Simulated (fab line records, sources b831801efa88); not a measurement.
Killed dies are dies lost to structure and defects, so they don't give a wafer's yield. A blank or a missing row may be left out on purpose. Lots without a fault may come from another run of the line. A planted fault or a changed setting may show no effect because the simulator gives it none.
Problem report in the 8D (eight disciplines) form, filled by code | flow gf180mcu | the parts of the form that need people (team, actions taken, sign-off) are left out

1. THE PROBLEM
bias_w at GF_M4_METAL_ETCH_16 reads a mean of 190.3 W on 4 wafers of 2 lots; wafers without a fault read 140.0 W with a standard deviation of 0.47. That is +99 or more standard deviations from the usual mean.
The step: etches the open film in Cl2/BCl3, stops on SiO2, target depth 750.8 nm, time 125.1 s.
First seen on wafer L994.6, day 28 02:22, on rie_metal-02. The record holds 33 wafers of 11 lots with a number at this step. Rule for "out", or "out of limits": more than 4 standard deviations from the usual mean. The other wafers with a number count as sound.

2. WHAT IT IS AND WHAT IT IS NOT
question                    | is                             | is not
which readings at this step | bias_w                         | bcl3_flow_sccm, drypump_motor_current_A, he_backside_leak_sccm, oes_product_au, throttle_valve_pct
which lots                  | L994, L996                     | L101, L102, L981, L983, L984, L986, L987, L988, L999
which wafers of those lots  | L994.6, L996.2, L996.3, L996.5 | L994.1, L994.4
read on which tools         | rie_metal-02                   | rie_metal-03, rie_metal-04
when                        | from day 28 02:22              | up to then (20 sound wafers); but 9 sound wafers of L101, L102, L999 came after

3. SUSPECTS, AND WHAT RULES EACH OUT
Counting: a tool at a process step up to the reading stays a suspect if it ran every lot that is out. Sound lots after the first of them don't rule it out here, since some wafers of a struck lot are sound.
- rie_metal-02 at GF_M4_METAL_ETCH_16 (etches the open film in Cl2/BCl3, stops on SiO2, target depth 750.8 nm, time 125.1 s): kept. It ran every lot that is out, first L994 (day 28 02:22); its last sound lot up to then is L987 (day 25 20:43). Its own readings are out on those wafers: bias_w.
- Within rie_metal-02 at GF_M4_METAL_ETCH_16: the wafers that are out ran in chamber 0; their sound lot-mates ran in chamber 1.
Left after counting: rie_metal-02 at GF_M4_METAL_ETCH_16.

4. THE CAUSE (what the simulator had put in)
Process parameter drift: rie_metal-02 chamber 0, from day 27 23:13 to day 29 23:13, at GF_M4_METAL_ETCH_16. Setting bias_w, moved by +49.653, from 140. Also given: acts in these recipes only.
Counting left only this tool.

5. THE CHAIN OF EFFECTS, in route order
Each row: a reading whose mean over the struck wafers that have a number lies more than 3 standard deviations from the usual. Only readings for which the record gives a usual standard deviation are gone through. hours: the time from each lot's start at the first step in this table that gives one to its start at this step, as a median over the lots. sigmas: the change in usual standard deviations.
hours | step                | reading                  | usual   | on struck wafers | change | sigmas
0     | GF_M4_METAL_ETCH_16 | bias_w                   | 140.0 W | 190.3            | +50.3  | +99 or more
0     | GF_M4_STRIP_17      | strip_time_to_endpoint_s | 7.33 s  | 7.09             | -0.24  | -4.3
The process steps in it:
- GF_M4_METAL_ETCH_16: etches the open film in Cl2/BCl3, stops on SiO2, target depth 750.8 nm, time 125.1 s.
- GF_M4_STRIP_17: strips in O2/N2.
Later measuring or inspecting steps at which every struck wafer that the step has a row for has a number for every such reading, and none has moved that far: GF_V4_BOW_MEAS_05.

6. WHAT WOULD HAVE CAUGHT IT SOONER
In this record the first reading out of limits was taken at day 28 02:22, 3 hours after the fault began at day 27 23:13.
